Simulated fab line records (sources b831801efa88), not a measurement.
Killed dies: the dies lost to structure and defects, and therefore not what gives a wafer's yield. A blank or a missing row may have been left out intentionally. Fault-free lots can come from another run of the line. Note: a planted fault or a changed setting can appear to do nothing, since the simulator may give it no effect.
Which tool did it? :: flow sky130 :: 11 lots, 33 wafers sampled, at 4 steps of a route of 708

== WHAT THE GAUGES SHOWED, per wafer ==
SKY_VT_ADJUST_HVTR_TW_MEAS_11.
lot: L363
measured: day 9 14:16
on: filmMetro-03
VT_ADJUST_HVTR_TW: 211.4 211.9 211.8

lot: L364
measured: day 10 00:08
on: filmMetro-02
VT_ADJUST_HVTR_TW: 210.0 211.8 210.9

lot: L369
measured: day 11 10:16
on: filmMetro-04
VT_ADJUST_HVTR_TW: 211.0 211.2 211.5

lot: L373
measured: day 12 12:58
on: filmMetro-02
VT_ADJUST_HVTR_TW: 210.4 210.0 210.3

lot: L374
measured: day 12 21:31
on: filmMetro-03
VT_ADJUST_HVTR_TW: 211.1 211.5 210.6

lot: L375
measured: day 13 04:08
on: filmMetro-03
VT_ADJUST_HVTR_TW: 214.0 212.6 212.0

lot: L378
measured: day 13 23:23
on: filmMetro-03
VT_ADJUST_HVTR_TW: 213.6 212.6 211.7

lot: L379
measured: day 14 09:43
on: filmMetro-04
VT_ADJUST_HVTR_TW: 209.3 211.1 209.2

lot: L383
measured: day 15 17:38
on: filmMetro-03
VT_ADJUST_HVTR_TW: 230.5 231.3 230.9

lot: L384
measured: day 16 05:06
on: filmMetro-02
VT_ADJUST_HVTR_TW: 229.9 228.6 229.0

lot: L385
measured: day 16 09:04
on: filmMetro-03
VT_ADJUST_HVTR_TW: 210.2 211.1 211.1

== WHICH TOOL RAN EACH LOT (tool, then ch and the chambers of the sampled wafers, then the start) ==
lot: L363
SKY_FIELD_ISO_ETCH_14: rieDiel-03 ch 0,1, day 2 06:23
SKY_NWELL_RTA_28: rtpAnneal-01 ch 0, day 5 09:04
SKY_VT_ADJUST_HVTR_IMPLANT_09: implanter-03 ch 0, day 9 14:01

lot: L364
SKY_FIELD_ISO_ETCH_14: rieDiel-01 ch 0,1,2, day 2 10:23
SKY_NWELL_RTA_28: rtpAnneal-02 ch 0, day 5 18:33
SKY_VT_ADJUST_HVTR_IMPLANT_09: implanter-03 ch 0, day 9 23:53

lot: L369
SKY_FIELD_ISO_ETCH_14: rieDiel-04 ch 1,2,3, day 3 12:53
SKY_NWELL_RTA_28: rtpAnneal-01 ch 0, day 6 21:47
SKY_VT_ADJUST_HVTR_IMPLANT_09: implanter-01 ch 0, day 11 10:01

lot: L373
SKY_FIELD_ISO_ETCH_14: rieDiel-01 ch 2,3, day 4 08:29
SKY_NWELL_RTA_28: rtpAnneal-02 ch 0, day 7 20:22
SKY_VT_ADJUST_HVTR_IMPLANT_09: implanter-03 ch 0, day 12 12:43

lot: L374
SKY_FIELD_ISO_ETCH_14: rieDiel-01 ch 0,1,2, day 4 13:59
SKY_NWELL_RTA_28: rtpAnneal-01 ch 0, day 8 01:49
SKY_VT_ADJUST_HVTR_IMPLANT_09: implanter-02 ch 0, day 12 21:18

lot: L375
SKY_FIELD_ISO_ETCH_14: rieDiel-03 ch 0,3, day 4 21:18
SKY_NWELL_RTA_28: rtpAnneal-01 ch 0, day 8 09:05
SKY_VT_ADJUST_HVTR_IMPLANT_09: implanter-01 ch 0, day 13 03:53

lot: L378
SKY_FIELD_ISO_ETCH_14: rieDiel-01 ch 0,1,2, day 5 11:21
SKY_NWELL_RTA_28: rtpAnneal-01 ch 0, day 9 00:32
SKY_VT_ADJUST_HVTR_IMPLANT_09: implanter-01 ch 0, day 13 23:08

lot: L379
SKY_FIELD_ISO_ETCH_14: rieDiel-04 ch 0,1,3, day 5 15:56
SKY_NWELL_RTA_28: rtpAnneal-01 ch 0, day 9 09:45
SKY_VT_ADJUST_HVTR_IMPLANT_09: implanter-02 ch 0, day 14 09:28

lot: L383
SKY_FIELD_ISO_ETCH_14: rieDiel-03 ch 0,1,2, day 6 13:51
SKY_NWELL_RTA_28: rtpAnneal-01 ch 0, day 10 13:41
SKY_VT_ADJUST_HVTR_IMPLANT_09: implanter-02 ch 0, day 15 17:25

lot: L384
SKY_FIELD_ISO_ETCH_14: rieDiel-01 ch 0,1,3, day 6 18:50
SKY_NWELL_RTA_28: rtpAnneal-02 ch 0, day 10 21:41
SKY_VT_ADJUST_HVTR_IMPLANT_09: implanter-02 ch 0, day 16 04:52

lot: L385
SKY_FIELD_ISO_ETCH_14: rieDiel-03 ch 0,3, day 7 01:17
SKY_NWELL_RTA_28: rtpAnneal-01 ch 0, day 11 02:28
SKY_VT_ADJUST_HVTR_IMPLANT_09: implanter-03 ch 0, day 16 08:49
- SKY_FIELD_ISO_ETCH_14: etches BARC in N2/H2, stops on SiO2, time 45.9 s, target depth 60 nm.
- SKY_NWELL_RTA_28: time 30 s.
- SKY_VT_ADJUST_HVTR_IMPLANT_09

== AS READ BY THE TOOLS THEMSELVES (means over the sampled wafers that have a number; for cases with no such wafer, the mark the record gives instead) ==
SKY_FIELD_ISO_ETCH_14.
lot: L363
tool: rieDiel-03
chamberPressureMTorr (mTorr): 29.977
drypumpMotorCurrentA (A): 5.8
n2FlowSccm (sccm): 100.06
oesProductAu (a.u.): 0.855
throttleValvePct (%): 13.224

lot: L364
tool: rieDiel-01
chamberPressureMTorr (mTorr): 30.001
drypumpMotorCurrentA (A): 5.4
n2FlowSccm (sccm): 99.55
oesProductAu (a.u.): 0.852
throttleValvePct (%): 13.223

lot: L369
tool: rieDiel-04
chamberPressureMTorr (mTorr): 29.994
drypumpMotorCurrentA (A): 5.8
n2FlowSccm (sccm): 100.01
oesProductAu (a.u.): 0.850
throttleValvePct (%): 13.228

lot: L373
tool: rieDiel-01
chamberPressureMTorr (mTorr): 29.994
drypumpMotorCurrentA (A): 5.7
n2FlowSccm (sccm): 99.82
oesProductAu (a.u.): 0.845
throttleValvePct (%): 13.225

lot: L374
tool: rieDiel-01
chamberPressureMTorr (mTorr): 29.990
drypumpMotorCurrentA (A): 5.4
n2FlowSccm (sccm): 100.17
oesProductAu (a.u.): 0.855
throttleValvePct (%): 13.227

lot: L375
tool: rieDiel-03
chamberPressureMTorr (mTorr): 30.026
drypumpMotorCurrentA (A): 6.0
n2FlowSccm (sccm): 100.03
oesProductAu (a.u.): 0.853
throttleValvePct (%): 13.230

lot: L378
tool: rieDiel-01
chamberPressureMTorr (mTorr): 29.987
drypumpMotorCurrentA (A): 5.4
n2FlowSccm (sccm): 100.11
oesProductAu (a.u.): 0.858
throttleValvePct (%): 13.227

lot: L379
tool: rieDiel-04
chamberPressureMTorr (mTorr): 30.001
drypumpMotorCurrentA (A): 5.6
n2FlowSccm (sccm): 100.18
oesProductAu (a.u.): 0.856
throttleValvePct (%): 13.218

lot: L383
tool: rieDiel-03
chamberPressureMTorr (mTorr): 30.002
drypumpMotorCurrentA (A): 5.8
n2FlowSccm (sccm): 100.09
oesProductAu (a.u.): 0.858
throttleValvePct (%): 13.224

lot: L384
tool: rieDiel-01
chamberPressureMTorr (mTorr): 29.992
drypumpMotorCurrentA (A): 5.7
n2FlowSccm (sccm): 100.00
oesProductAu (a.u.): 0.854
throttleValvePct (%): 13.229

lot: L385
tool: rieDiel-03
chamberPressureMTorr (mTorr): 30.019
drypumpMotorCurrentA (A): 6.0
n2FlowSccm (sccm): 99.94
oesProductAu (a.u.): 0.855
throttleValvePct (%): 13.220

SKY_NWELL_RTA_28.
lot: L363
tool: rtpAnneal-01
annealTempCMax: 1058.4
lampPowerPct (%): 25.31
wafer_temp_C_max: 1054.0

lot: L364
tool: rtpAnneal-02
annealTempCMax: 1058.4
lampPowerPct (%): 25.26
wafer_temp_C_max: 1054.6

lot: L369
tool: rtpAnneal-01
annealTempCMax: 1058.0
lampPowerPct (%): 25.31
wafer_temp_C_max: 1055.9

lot: L373
tool: rtpAnneal-02
annealTempCMax: 1056.1
lampPowerPct (%): 25.31
wafer_temp_C_max: 1055.2

lot: L374
tool: rtpAnneal-01
annealTempCMax: 1059.1
lampPowerPct (%): 25.27
wafer_temp_C_max: 1056.1

lot: L375
tool: rtpAnneal-01
annealTempCMax: 1055.9
lampPowerPct (%): 25.27
wafer_temp_C_max: 1055.6

lot: L378
tool: rtpAnneal-01
annealTempCMax: 1059.2
lampPowerPct (%): 25.26
wafer_temp_C_max: 1054.1

lot: L379
tool: rtpAnneal-01
annealTempCMax: 1056.5
lampPowerPct (%): 25.35
wafer_temp_C_max: 1054.2

lot: L383
tool: rtpAnneal-01
annealTempCMax: 1057.9
lampPowerPct (%): 25.30
wafer_temp_C_max: 1054.6

lot: L384
tool: rtpAnneal-02
annealTempCMax: 1056.9
lampPowerPct (%): 25.31
wafer_temp_C_max: 1054.0

lot: L385
tool: rtpAnneal-01
annealTempCMax: 1058.5
lampPowerPct (%): 25.35
wafer_temp_C_max: 1054.6

SKY_VT_ADJUST_HVTR_IMPLANT_09.
lot: L363
tool: implanter-03
beamEnergyKeV: 10.000
doseIonsCm2: 2.1e+12
faradayCurrentUA: 11.90

lot: L364
tool: implanter-03
beamEnergyKeV: 9.999
doseIonsCm2: 2.1e+12
faradayCurrentUA: 11.90

lot: L369
tool: implanter-01
beamEnergyKeV: 9.999
doseIonsCm2: 2.1e+12
faradayCurrentUA: 11.92

lot: L373
tool: implanter-03
beamEnergyKeV: 10.002
doseIonsCm2: 2.1e+12
faradayCurrentUA: 12.00

lot: L374
tool: implanter-02
beamEnergyKeV: 10.003
doseIonsCm2: 2.1e+12
faradayCurrentUA: 11.82

lot: L375
tool: implanter-01
beamEnergyKeV: 10.000
doseIonsCm2: 2.1e+12
faradayCurrentUA: 11.62

lot: L378
tool: implanter-01
beamEnergyKeV: 10.002
doseIonsCm2: 2.1e+12
faradayCurrentUA: 11.95

lot: L379
tool: implanter-02
beamEnergyKeV: 10.001
doseIonsCm2: 2.1e+12
faradayCurrentUA: 11.72

lot: L383
tool: implanter-02
beamEnergyKeV: 9.998
doseIonsCm2: 2.9e+12
faradayCurrentUA: 16.27

lot: L384
tool: implanter-02
beamEnergyKeV: 9.997
doseIonsCm2: 2.9e+12
faradayCurrentUA: 16.25

lot: L385
tool: implanter-03
beamEnergyKeV: 9.999
doseIonsCm2: 2.1e+12
faradayCurrentUA: 11.71

== THE ANSWER, worked out from the rows above alone ==
Rule: the lots themselves supply what counts as usual. The widest of any qualifying gaps counts: lots, ordered by their means at a reading, are off when they make up no more than a third of the lots, leave a main group of 4 or more, and stand apart from it by 3 or more times the standard deviation of that group's means. A main group is skipped when, at the precision printed for the reading in the tables above, its means are all equal. A lot without any number at a reading at which 4 lots or more have one is off too. The other lots that the step has rows for count as sound. The gauges are gone through in route order, then the tools' own readings, and for those a lot's mean is taken as printed above. The first step at which some lot is off is used, and at that step the reading that is off furthest; a lot without a number counts as furthest.
Off: L383, L384, seen at SKY_VT_ADJUST_HVTR_TW_MEAS_11 (VT_ADJUST_HVTR_TW). Main group: mean 211.3, sd 0.94.
A tool fits if, at a process step before that reading, it ran every lot that is off, and no sound lot after the first of them. The gauges at SKY_VT_ADJUST_HVTR_TW_MEAS_11 aren't tried: what is off there is off at SKY_VT_ADJUST_HVTR_IMPLANT_09 too, on other tools, and a gauge's error can't cause that. One fits: implanter-02 at SKY_VT_ADJUST_HVTR_IMPLANT_09. A fault onset in the window from L379 (day 14 09:28, its last sound lot) to L383 (day 15 17:25, its first lot off) fits.
The tool's own readings at SKY_VT_ADJUST_HVTR_IMPLANT_09 bear it out: on the lots that are off they differ by more than 5 times the standard deviation of the sound lots' means. doseIonsCm2 reads 2.9e+12 there against 2.1e+12 on the sound lots; faradayCurrentUA reads 16.26 there against 11.84 on the sound lots.

== WHAT THE SIMULATOR HAD PUT IN ==
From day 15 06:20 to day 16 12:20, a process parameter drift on implanter-02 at SKY_VT_ADJUST_HVTR_IMPLANT_09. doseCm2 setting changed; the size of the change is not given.
Struck lots among those shown: L383, L384. The rule above found the same.
